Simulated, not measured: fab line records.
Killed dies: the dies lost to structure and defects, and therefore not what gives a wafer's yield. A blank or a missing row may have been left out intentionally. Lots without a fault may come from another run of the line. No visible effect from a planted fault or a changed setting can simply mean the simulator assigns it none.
Comparing a struck lot with a sound one | flow sky130 | 15 out of 708 route steps
Sound: these wafers, L543.3, L543.4, L543.6. Struck: wafers L555.1, L555.2, L555.3. At the end, the cause is stated.
Each step with rows lists, per side, the tool, then ch with its chambers, then its first start. Under that, the readings that differ: sound wafers | struck wafers | difference of the means | sigmas: that difference in standard deviations of wafers without a fault.
alike: readings whose means differ by less than 2 such deviations, and words and numbers that are the same on both sides. not compared: withheld readings, readings that some wafer has no value for, bounds like >300 that may hide the same value, and numbers for which the record gives no deviation and whose values overlap.
A row with sigmas, a row that says differs or no value, or rows on one side alone: a step with any of these is where the two part. Numbers that have no deviation but don't overlap get no sigmas and don't part them. A reading that every wafer of one side lacks parts them only if that side has two wafers or more.

first, 4 steps without rows for these wafers: SKY_DNWELL_EXPOSE_04 (exposes mask DNM, target cd 3000 nm); SKY_DNWELL_PEB_05; SKY_DNWELL_DEVELOP_06 (develop time 60 s); SKY_DNWELL_IMPLANT_07.
SKY_DNWELL_STRIP_08: strips in O2/N2.
  sound on plasma_asher-01 ch 0,1, day 3 23:15; struck on plasma_asher-02 ch 0,1, day 6 13:04
  reading                      | sound             | struck            | difference | sigmas
  strip_time_to_endpoint_s (s) | 37.12 37.15 37.19 | 36.83 36.86 36.92 | -0.28      | -3
  alike: drypump_motor_current_A, oes_product_au
  not compared: rf_hours_counter_h
SKY_DNWELL_TW_MEAS_09:
  sound on film_metro-03 at day 3 23:20; struck on film_metro-04 at day 6 13:10
  alike: DNWELL_TW
then, 6 steps without rows for these wafers: SKY_PWDE_DEHYDRATE_00 (time 60 s); SKY_PWDE_HMDS_01 (prime time 60 s); SKY_PWDE_COAT_02 (resist thk 3000 nm); SKY_PWDE_SOFTBAKE_03; SKY_PWDE_EXPOSE_04 (exposes mask PWDEM, target cd 840 nm); SKY_PWDE_PEB_05.
SKY_PWDE_DEVELOP_06: develop time 60 s.
  sound on litho_track-02 ch 0, day 4 15:00; struck on litho_track-02 ch 0, day 7 08:00
  reading              | sound             | struck            | difference | sigmas
  developer_temp_C (C) | 23.09 23.07 23.05 | 23.81 23.94 23.96 | +0.83      | +9
  alike: exhaust_pa
SKY_PWDE_OVL_MEAS_07:
  sound on overlay-01 at day 4 15:29; struck on overlay-01 at day 7 08:10
  alike: PWDE_OVL
-- the record jumps here: 42 days lie between the struck wafers' starts before and after (it left off in module PWDE and takes up again in module PAD_OPEN, whose first step shown is number 708 of the route) --
SKY_PAD_OPEN_PROBE_99:
  sound on prober-02 at day 46 22:35; struck on prober-01 at day 49 17:17
  alike: killed_at_M0_to_M3, killed_at_M4_up, killed_at_contacts, killed_at_front_end, killed_at_other, killed_dies, killed_on_rim, killed_open, killed_short

## WHERE THEY PART
First at SKY_DNWELL_STRIP_08; last, within this record, at SKY_PWDE_DEVELOP_06. Later steps at which nothing parts them and some readings are alike: SKY_PWDE_OVL_MEAS_07, SKY_PAD_OPEN_PROBE_99.

WHY: what had been put in by the simulator
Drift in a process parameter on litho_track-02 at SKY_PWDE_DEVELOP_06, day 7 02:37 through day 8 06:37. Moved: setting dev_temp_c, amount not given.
